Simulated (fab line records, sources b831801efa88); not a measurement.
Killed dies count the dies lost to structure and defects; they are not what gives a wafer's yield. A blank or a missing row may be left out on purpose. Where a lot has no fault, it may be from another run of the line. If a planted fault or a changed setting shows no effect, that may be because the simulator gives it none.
fab line records	flow sfqLine
record lots=16	wafers=48	lastDay=91
route steps=325 shown JJ@191 M5@205 R5@226 I5@232
lots untouched by any fault: they come from a run of this same line in which no faults occurred
startH: start of the lot's first displayed wafer, in hours after the record's first day	waitH: time in hours since the lot's previous step	" unchanged from the row above	L1.1+2: one row covering several wafers at once	- no value, or no start was given	* or withheld: withheld	< > ~ a bound
route shown NAME@n: names a module that has steps shown in the file, with the first one's number in the route	usual: mean and standard deviation over wafers with no fault	same: alike in all rows	chamber/n: place in a boat	sites: each site's reading	_std_site: standard deviation across them	_edge_site: outer sites' mean less inner sites'	radiusMm: how far each site lies from the wafer's centre	mask NAME#n: copy n	behind: tool/chamber where the wafer was last shaped	hold: the reason the lot was held/the length of the hold in hours/how it ended	device: transistor that didn't switch, given as n, p or np	end of line: tests of these same wafers at the route's end	a step given without rows: its recipe and nothing more	killed: dies that structure and defects cost at the first sort, which is not the same as the wafer's yield	map: a wafer's dies, marking killed ones x, the rest . and places with no die _
set.NAME: the setting the step ran with; set.NAME@STEP: the setting that earlier step ran with	model.NAME: the simulator's own value behind a step, which no gauge read
the route's steps for a sample of lots (tables are steps, rows are wafers)
services: the hour from which a tool's chamber was out of use, counted from the record's first day as startH (under 0 if before that day), plus the number of hours and why
## steps
# step SFQ_JJ_OVL_MEAS_931
# usual J5_OVL=-4/5.6
lot.wafer	tool	chamber	startH	waitH	J5_OVL[nm]
L821.1	overlay-01	-	1315.01	0.1	1
L821.2	"	-	"	"	-5
L821.3	"	-	"	"	-5
L822.1	overlay-02	-	1330.27	0.1	-1
L822.2	"	-	"	"	0
L822.3	"	-	"	"	0
L824.1	overlay-01	-	1340.64	0.1	-11
L824.2	"	-	"	"	-3
L824.6	"	-	"	"	-9
L826.2	overlay-01	-	1475.61	0.1	4
L826.4	"	-	"	"	-2
L826.5	"	-	"	"	-2
L827.2	overlay-02	-	1495.43	0.1	-3
L827.4	"	-	"	"	-4
L827.5	"	-	"	"	-11
L829.1	overlay-02	-	1512.22	0.1	3
L829.3	"	-	"	"	3
L829.5	"	-	"	"	1
L830.1	overlay-02	-	1533.60	0.1	0
L830.5	"	-	"	"	1
L830.6	"	-	"	"	-2
L831.1	overlay-02	-	1536.00	0.1	-7
L831.2	"	-	"	"	-4
L831.5	"	-	"	"	-1
L832.1	overlay-01	-	1545.60	0.1	-8
L832.4	"	-	"	"	-11
L832.6	"	-	"	"	-4
L833.3	overlay-01	-	1552.98	0.1	-24
L833.4	"	-	"	"	-14
L833.6	"	-	"	"	-9
L834.2	overlay-01	-	1554.65	0.1	-5
L834.3	"	-	"	"	-10
L834.5	"	-	"	"	-7
L835.3	overlay-01	-	1566.24	0.1	-2
L835.4	"	-	"	"	-6
L835.5	"	-	"	"	-3
L836.2	overlay-01	-	1568.63	0.1	-1
L836.4	"	-	"	"	2
L836.6	"	-	"	"	3
L839.3	overlay-02	-	1580.64	0.1	-1
L839.5	"	-	"	"	-1
L839.6	"	-	"	"	0
L842.2	overlay-02	-	1590.23	0.1	-4
L842.3	"	-	"	"	-5
L842.5	"	-	"	"	-2
L843.1	overlay-02	-	1617.82	0.1	3
L843.5	"	-	"	"	0
L843.6	"	-	"	"	-3
# step SFQ_TRILAYER_M5_BARC_OPEN_METAL_ETCH_161
# recipe maskMaterial=PR	chemistry=O2	targetDepthNm=125	target=BARC	icpW=600	biasW=80	pressureMtorr=10	timeS=41.7
# usual drypumpMotorCurrentA=5.5/0.49	oesProductAu=0.685/0.0045
lot.wafer	tool	chamber	startH	waitH	drypumpMotorCurrentA	oesProductAu	rfHoursCounterH
L821.1	rieMetal-03	1	1344.27	0.0	6.3	0.689	55
L821.2	"	0	"	"	5.0	0.687	97
L821.3	"	0	"	"	4.9	0.687	-
L822.1	rieMetal-04	0	1345.47	0.0	5.4	0.686	9
L822.2	"	1	"	"	4.9	0.678	56
L822.3	"	0	"	"	5.4	0.684	-
L824.1	rieMetal-01	1	1353.87	0.0	5.8	0.688	3
L824.2	"	0	"	"	6.1	0.682	46
L824.6	"	1	"	"	5.8	0.679	-
L826.2	rieMetal-04	0	1492.99	0.0	5.4	0.685	27
L826.4	"	1	"	"	5.0	0.693	-
L826.5	"	0	"	"	5.4	0.683	-
L827.2	rieMetal-03	0	1503.79	0.0	5.0	0.686	113
L827.4	"	1	"	"	6.3	0.685	-
L827.5	"	1	"	"	6.2	0.689	-
L829.1	rieMetal-04	1	1518.19	0.0	5.0	0.681	77
L829.3	"	1	"	"	5.0	0.686	-
L829.5	"	0	"	"	5.4	0.687	-
L830.1	rieMetal-04	1	1554.13	0.0	4.9	0.680	83
L830.5	"	0	"	"	5.4	0.683	-
L830.6	"	1	"	"	5.0	0.688	-
L831.1	rieMetal-01	1	1555.33	0.0	5.8	0.684	28
L831.2	"	0	"	"	6.0	0.685	71
L831.5	"	1	"	"	5.8	0.680	-
L832.1	rieMetal-03	0	1557.73	0.0	4.9	0.688	123
L832.4	"	0	"	"	4.9	0.686	-
L832.6	"	0	"	"	4.9	0.679	-
L833.3	rieMetal-04	1	1561.35	0.0	4.9	0.683	-
L833.4	"	0	"	"	5.4	0.676	-
L833.6	"	1	"	"	5.0	0.681	-
L834.2	rieMetal-03	1	1562.53	0.0	6.3	0.688	82
L834.3	"	1	"	"	6.2	0.695	-
L834.5	"	1	"	"	6.2	0.687	-
L835.3	rieMetal-01	0	1673.75	0.0	6.0	0.686	-
L835.4	"	1	"	"	5.8	0.691	-
L835.5	"	1	"	"	5.8	0.684	-
L836.2	rieMetal-01	0	1677.33	0.0	6.0	0.685	90
L836.4	"	1	"	"	5.7	0.689	-
L836.6	"	0	"	"	6.0	0.686	-
L839.3	rieMetal-04	0	1692.95	0.0	5.4	0.685	-
L839.5	"	0	"	"	5.4	0.678	-
L839.6	"	1	"	"	5.0	0.687	-
L842.2	rieMetal-04	1	1701.33	0.0	4.9	0.688	104
L842.3	"	1	"	"	4.9	0.687	-
L842.5	"	1	"	"	5.0	0.682	-
L843.1	rieMetal-01	0	1731.21	0.0	6.0	0.686	96
L843.5	"	1	"	"	5.8	0.689	-
L843.6	"	0	"	"	6.0	0.681	-
# step SFQ_TRILAYER_R5_STRIP_STRIP_140
# recipe gas=O2	powerW=200	platenTempC=40	overashFraction=0.65	chemistry=O2	pressureMtorr=50
# usual drypumpMotorCurrentA=5.5/0.42	oesProductAu=1.002/0.0075	platenTempC=40.00/0.12
lot.wafer	tool	chamber	startH	waitH	drypumpMotorCurrentA	oesProductAu	platenTempC	rfHoursCounterH
L821.1	rieMetal-04	1	1470.95	0.0	4.9	1.001	39.99	70
L821.2	"	0	"	"	5.4	0.996	39.90	24
L821.3	"	1	"	"	5.0	0.991	40.04	-
L822.1	rieMetal-02	0	1472.15	0.0	5.7	0.992	39.77	28
L822.2	"	1	"	"	4.8	1.008	40.07	101
L822.3	"	0	"	"	5.7	0.995	39.89	-
L824.1	rieMetal-01	1	1497.98	0.0	5.7	1.001	40.22	18
L824.2	"	0	"	"	6.0	0.997	40.04	62
L824.6	"	1	"	"	5.8	0.995	40.24	-
L826.2	rieMetal-02	0	1614.38	0.0	5.7	1.000	40.20	49
L826.4	"	1	"	"	4.8	1.000	40.02	-
L826.5	"	0	"	"	5.7	1.007	40.15	-
L827.2	rieMetal-04	1	1623.98	0.0	5.0	0.992	39.99	93
L827.4	"	1	"	"	4.9	1.006	40.08	-
L827.5	"	1	"	"	4.9	1.003	40.08	-
L829.1	rieMetal-04	1	1641.98	0.0	4.9	0.981	39.97	96
L829.3	"	0	"	"	5.4	0.996	39.87	-
L829.5	"	1	"	"	5.0	0.986	39.86	-
L830.1	rieMetal-01	1	1644.22	0.1	5.7	0.998	39.94	42
L830.5	"	0	"	"	6.0	1.008	39.93	-
L830.6	"	1	"	"	5.8	1.004	40.08	-
L831.1	rieMetal-01	0	1645.42	0.1	6.0	0.990	40.09	85
L831.2	"	1	"	"	5.8	1.011	39.88	43
L831.5	"	0	"	"	6.0	1.005	40.09	-
L832.1	rieMetal-04	0	1646.58	0.0	5.4	0.997	40.10	51
L832.4	"	1	"	"	5.0	1.002	40.04	-
L832.6	"	0	"	"	5.4	1.012	40.03	-
L833.3	rieMetal-01	0	1648.08	0.3	6.0	1.002	39.74	-
L833.4	"	1	"	"	5.8	1.005	40.12	-
L833.6	"	1	"	"	5.8	1.017	40.02	-
L834.2	rieMetal-04	1	1649.73	0.0	4.9	1.000	39.99	97
L834.3	"	0	"	"	5.4	0.996	39.85	-
L834.5	"	0	"	"	5.4	1.008	40.12	-
L835.3	rieMetal-02	1	1779.65	0.2	4.8	0.994	39.97	-
L835.4	"	0	"	"	5.7	1.007	39.70	-
L835.5	"	0	"	"	5.7	1.003	40.02	-
L836.2	rieMetal-01	0	1783.05	0.0	6.0	1.015	40.01	103
L836.4	"	0	"	"	6.0	1.010	39.90	-
L836.6	"	1	"	"	5.8	1.010	39.89	-
L839.3	rieMetal-01	1	1800.05	0.2	5.8	1.001	39.76	-
L839.5	"	0	"	"	6.0	1.005	39.87	-
L839.6	"	1	"	"	5.8	1.009	39.94	-
L842.2	rieMetal-01	1	1810.65	0.0	5.8	1.002	39.87	64
L842.3	"	0	"	"	6.0	0.998	39.89	-
L842.5	"	0	"	"	6.0	0.991	40.24	-
L843.1	rieMetal-04	1	1836.16	0.0	4.9	1.001	40.11	122
L843.5	"	1	"	"	4.9	1.008	40.04	-
L843.6	"	0	"	"	5.4	1.004	39.98	-
# step SFQ_TRILAYER_I5_LITHO_EXPOSE_145
# recipe maskId=I5	na=0.6	sourceShape=conventional	sigmaOuter=0.65	targetCdNm=700	doseMj=21.3
# usual reticleTempC=22.98/0.1	stageVelMmS=500.00/0.24
lot.wafer	tool	chamber	startH	waitH	mask	reticleTempC	stageVelMmS
L821.1	krfScanner-02	0	1598.32	-	I5#0	22.96	499.74
L821.2	"	0	"	"	I5#0	22.78	500.11
L821.3	"	0	"	"	I5#0	23.05	499.97
L822.1	krfScanner-02	0	1599.52	-	I5#0	23.06	500.24
L822.2	"	0	"	"	I5#0	22.99	500.38
L822.3	"	0	"	"	I5#0	22.94	499.89
L824.1	krfScanner-01	0	1603.25	-	I5#0	22.93	500.07
L824.2	"	0	"	"	I5#0	23.04	500.05
L824.6	"	0	"	"	I5#0	22.89	500.48
L826.2	krfScanner-01	0	1616.14	-	I5#0	22.92	499.99
L826.4	"	0	"	"	I5#0	22.94	499.90
L826.5	"	0	"	"	I5#0	22.84	500.14
L827.2	krfScanner-01	0	1625.74	-	I5#0	22.80	499.71
L827.4	"	0	"	"	I5#0	22.94	500.10
L827.5	"	0	"	"	I5#0	22.80	499.47
L829.1	krfScanner-02	0	1649.40	-	I5#0	23.01	500.43
L829.3	"	0	"	"	I5#0	22.99	500.18
L829.5	"	0	"	"	I5#0	23.05	500.06
L830.1	krfScanner-02	0	1651.80	-	I5#0	23.01	499.61
L830.5	"	0	"	"	I5#0	22.91	500.19
L830.6	"	0	"	"	I5#0	22.97	499.91
L831.1	krfScanner-02	0	1653.00	-	I5#0	22.86	500.20
L831.2	"	0	"	"	I5#0	22.75	500.55
L831.5	"	0	"	"	I5#0	22.93	500.07
L832.1	krfScanner-02	0	1654.20	-	I5#0	23.07	499.95
L832.4	"	0	"	"	I5#0	22.94	499.70
L832.6	"	0	"	"	I5#0	23.04	500.42
L833.3	krfScanner-02	0	1655.80	-	I5#0	23.05	500.76
L833.4	"	0	"	"	I5#0	23.02	500.35
L833.6	"	0	"	"	I5#0	23.14	500.10
L834.2	krfScanner-02	0	1728.93	-	I5#0	23.03	500.27
L834.3	"	0	"	"	I5#0	23.07	499.86
L834.5	"	0	"	"	I5#0	23.20	500.19
L835.3	krfScanner-01	0	1876.75	-	I5#0	22.89	499.71
L835.4	"	0	"	"	I5#0	23.02	500.01
L835.5	"	0	"	"	I5#0	23.03	500.10
L836.2	krfScanner-01	0	1878.95	-	I5#0	23.15	500.38
L836.4	"	0	"	"	I5#0	23.01	499.91
L836.6	"	0	"	"	I5#0	23.10	500.10
L839.3	krfScanner-01	0	1888.75	-	I5#0	23.10	499.85
L839.5	"	0	"	"	I5#0	23.12	499.78
L839.6	"	0	"	"	I5#0	23.10	499.92
L842.2	krfScanner-01	0	1899.35	-	I5#0	23.07	500.14
L842.3	"	0	"	"	I5#0	22.92	500.12
L842.5	"	0	"	"	I5#0	22.94	500.08
L843.1	krfScanner-01	0	1919.55	-	I5#0	22.83	499.98
L843.5	"	0	"	"	I5#0	23.13	499.62
L843.6	"	0	"	"	I5#0	23.04	499.47
# step SFQ_I5_OVL_MEAS_936
# usual I5_OVL=-2/4.5
lot.wafer	tool	chamber	startH	waitH	I5_OVL[nm]
L821.1	overlay-02	-	1599.82	0.1	-10
L821.2	"	-	"	"	-6
L821.3	"	-	"	"	-7
L822.1	overlay-01	-	1601.02	0.1	4
L822.2	"	-	"	"	1
L822.3	"	-	"	"	-2
L824.1	overlay-02	-	1604.75	0.1	-3
L824.2	"	-	"	"	2
L824.6	"	-	"	"	1
L826.2	overlay-01	-	1617.45	0.1	-7
L826.4	"	-	"	"	-10
L826.5	"	-	"	"	1
L827.2	overlay-01	-	1627.05	0.1	6
L827.4	"	-	"	"	6
L827.5	"	-	"	"	0
L829.1	overlay-01	-	1650.90	0.1	-4
L829.3	"	-	"	"	2
L829.5	"	-	"	"	5
L830.1	overlay-01	-	1653.30	0.1	-4
L830.5	"	-	"	"	-2
L830.6	"	-	"	"	-2
L831.1	overlay-01	-	1654.50	0.1	78
L831.2	"	-	"	"	76
L831.5	"	-	"	"	76
L832.1	overlay-01	-	1655.70	0.1	78
L832.4	"	-	"	"	73
L832.6	"	-	"	"	69
L833.3	overlay-01	-	1656.91	0.1	74
L833.4	"	-	"	"	77
L833.6	"	-	"	"	76
L834.2	overlay-01	-	1730.23	0.1	71
L834.3	"	-	"	"	68
L834.5	"	-	"	"	65
L835.3	overlay-01	-	1877.86	0.1	3
L835.4	"	-	"	"	0
L835.5	"	-	"	"	4
L836.2	overlay-01	-	1880.26	0.1	-8
L836.4	"	-	"	"	-2
L836.6	"	-	"	"	-11
L839.3	overlay-01	-	1889.86	0.1	-1
L839.5	"	-	"	"	-3
L839.6	"	-	"	"	2
L842.2	overlay-02	-	1900.66	0.1	-8
L842.3	"	-	"	"	-14
L842.5	"	-	"	"	-6
L843.1	overlay-02	-	1921.05	0.1	8
L843.5	"	-	"	"	1
L843.6	"	-	"	"	3
## services
tool	chamber	startH	hours	kind
krfScanner-02	-	1338.12	1.0	repair
krfScanner-02	-	1356.95	0.8	repair
krfScanner-01	-	1357.95	0.8	pm
krfScanner-02	-	1375.71	1.3	pm
rieMetal-04	1	1402.56	11.6	repair
krfScanner-02	-	1432.69	0.4	repair
krfScanner-02	-	1456.46	3.6	pm
rieMetal-04	-	1458.18	2.8	pm
krfScanner-01	-	1466.52	16.7	repair
krfScanner-01	-	1479.96	1.7	repair
krfScanner-01	-	1483.22	1.3	pm
krfScanner-02	-	1484.90	1.0	pm
krfScanner-02	-	1485.90	0.8	pm
krfScanner-01	-	1486.92	1.0	pm
rieMetal-04	-	1503.67	0.6	repair
rieMetal-01	-	1503.70	2.8	pm
krfScanner-01	-	1526.32	0.8	pm
krfScanner-01	-	1547.48	0.8	repair
krfScanner-01	-	1548.02	1.1	repair
rieMetal-01	0	1576.86	2.7	repair
rieMetal-04	-	1598.76	1.4	pm
rieMetal-04	0	1782.75	18.4	repair
rieMetal-04	1	1814.63	10.6	repair
rieMetal-04	-	1824.08	0.1	repair
## key
firstSign step=SFQ_I5_OVL_MEAS_936	reading=I5_OVL	direction=up	sigmas=17	usual=-2	struck=73
effect none on later readings
metAt SFQ_TRILAYER_I5_LITHO_EXPOSE_145
struckLots L831,L832,L833,L834
notActingAt SFQ_JJ_OVL_MEAS_931,SFQ_TRILAYER_M5_BARC_OPEN_METAL_ETCH_161,SFQ_TRILAYER_R5_STRIP_STRIP_140
fault kind=scannerMatchingOverlay	tool=krfScanner-02	chamber=-	onsetH=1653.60	steps=SFQ_TRILAYER_I5_LITHO_EXPOSE_145	offset=76.439
